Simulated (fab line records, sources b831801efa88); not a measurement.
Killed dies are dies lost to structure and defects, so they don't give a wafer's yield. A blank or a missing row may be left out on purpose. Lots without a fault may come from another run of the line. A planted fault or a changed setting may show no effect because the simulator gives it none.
Which tool did it? | flow sfq_line | 14 lots, 42 wafers sampled, at 2 steps of a route of 325

WHAT THE GAUGES READ, wafer by wafer
The record holds no reading of a measuring or inspecting step that can be judged against a usual standard deviation.

WHICH TOOL RAN EACH LOT (tool, then ch and the chambers of the sampled wafers, then the start)
lot  | SFQ_TRILAYER_M3_LITHO_COAT_080    | SFQ_TRILAYER_M3_BARC_OPEN_METAL_ETCH_100
L625 | litho_track-03 ch 0, day 39 02:52 | rie_metal-04 ch 0,1, day 39 05:07
L626 | litho_track-04 ch 0, day 39 13:44 | rie_metal-02 ch 0,1, day 39 15:57
L627 | litho_track-03 ch 0, day 39 16:01 | rie_metal-01 ch 0,1, day 39 19:32
L628 | litho_track-02 ch 0, day 39 18:35 | rie_metal-01 ch 0,1, day 39 21:57
L629 | litho_track-03 ch 0, day 39 19:37 | rie_metal-01 ch 0,1, day 40 00:20
L630 | litho_track-03 ch 0, day 39 20:55 | rie_metal-02 ch 0,1, day 40 01:33
L632 | litho_track-03 ch 0, day 40 06:34 | rie_metal-04 ch 0,1, day 40 08:46
L633 | litho_track-04 ch 0, day 40 10:01 | rie_metal-02 ch 0,1, day 40 14:19
L634 | litho_track-03 ch 0, day 40 14:53 | rie_metal-02 ch 0, day 41 23:28
L635 | litho_track-03 ch 0, day 42 04:01 | rie_metal-04 ch 0,1, day 42 06:18
L638 | litho_track-04 ch 0, day 43 02:49 | rie_metal-04 ch 0,1, day 43 05:06
L642 | litho_track-04 ch 0, day 44 14:49 | rie_metal-04 ch 0,1, day 44 17:06
L643 | litho_track-04 ch 0, day 44 16:01 | rie_metal-02 ch 0,1, day 44 18:18
L648 | litho_track-02 ch 0, day 47 01:31 | rie_metal-04 ch 0,1, day 47 08:37
- SFQ_TRILAYER_M3_LITHO_COAT_080: resist thk 62 nm.
- SFQ_TRILAYER_M3_BARC_OPEN_METAL_ETCH_100: etches BARC in O2, target depth 125 nm, time 41.7 s.

WHAT THE TOOLS THEMSELVES READ (means of the sampled wafers that have a number; where no wafer has one, the mark that the record gives instead)
SFQ_TRILAYER_M3_BARC_OPEN_METAL_ETCH_100.
lot  | tool         | bias_w (W) | drypump_motor_current_A (A) | oes_product_au (a.u.) | rf_fwd_power_W (W)
L625 | rie_metal-04 | 79.92      | 6.2                         | 0.687                 | 591.9
L626 | rie_metal-02 | 79.90      | 5.5                         | 0.688                 | 596.9
L627 | rie_metal-01 | 79.61      | 6.2                         | 0.683                 | 594.0
L628 | rie_metal-01 | 79.61      | 6.2                         | 0.688                 | 597.0
L629 | rie_metal-01 | 79.92      | 5.9                         | 0.686                 | 593.8
L630 | rie_metal-02 | 79.86      | 5.5                         | 0.687                 | 596.0
L632 | rie_metal-04 | 79.85      | 6.2                         | 0.690                 | 594.7
L633 | rie_metal-02 | 79.91      | 5.9                         | 0.688                 | 593.6
L634 | rie_metal-02 | 80.13      | 6.3                         | 0.685                 | 598.0
L635 | rie_metal-04 | 80.23      | 6.2                         | 0.684                 | 594.9
L638 | rie_metal-04 | 80.06      | 6.2                         | 0.688                 | 593.2
L642 | rie_metal-04 | 79.96      | 6.2                         | 0.658                 | 594.8
L643 | rie_metal-02 | 80.11      | 5.9                         | 0.655                 | 596.5
L648 | rie_metal-04 | 79.96      | 6.2                         | 0.686                 | 591.7

THE ANSWER, worked out from the rows above alone
Rule: what is usual is taken from the lots themselves. Put in order of their means at a reading, lots are off if they are a third of the lots or fewer, leave a main group of 4 or more, and stand apart from it by a gap of 3 or more times the standard deviation of the main group's means; of several such gaps the widest counts. A main group whose means are all the same, to the digits that the tables above print for the reading, isn't used. A lot without any number at a reading at which 4 lots or more have one is off too. The other lots that the step has rows for count as sound. The gauges are gone through in route order, then the tools' own readings, and for those a lot's mean is taken as printed above. The first step at which some lot is off is used, and at that step the reading that is off furthest; a lot without a number counts as furthest.
Off: L642, L643, at SFQ_TRILAYER_M3_BARC_OPEN_METAL_ETCH_100 (oes_product_au). The main group: mean 0.687 a.u., standard deviation 0.0019.
A tool fits if, at that step or a process step before it, it ran every lot that is off, and no sound lot after the first of them. One fits: litho_track-04 at SFQ_TRILAYER_M3_LITHO_COAT_080. Its last sound lot is L638 (day 43 02:49), its first lot that is off L642 (day 44 14:49): a fault that began between those two fits.

WHAT THE SIMULATOR HAD PUT IN
Process parameter drift: litho_track-04, from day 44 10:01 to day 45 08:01, at SFQ_TRILAYER_M3_LITHO_COAT_080. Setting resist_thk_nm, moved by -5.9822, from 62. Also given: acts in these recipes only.
Lots struck among those shown: L642, L643. The rule above found the same.
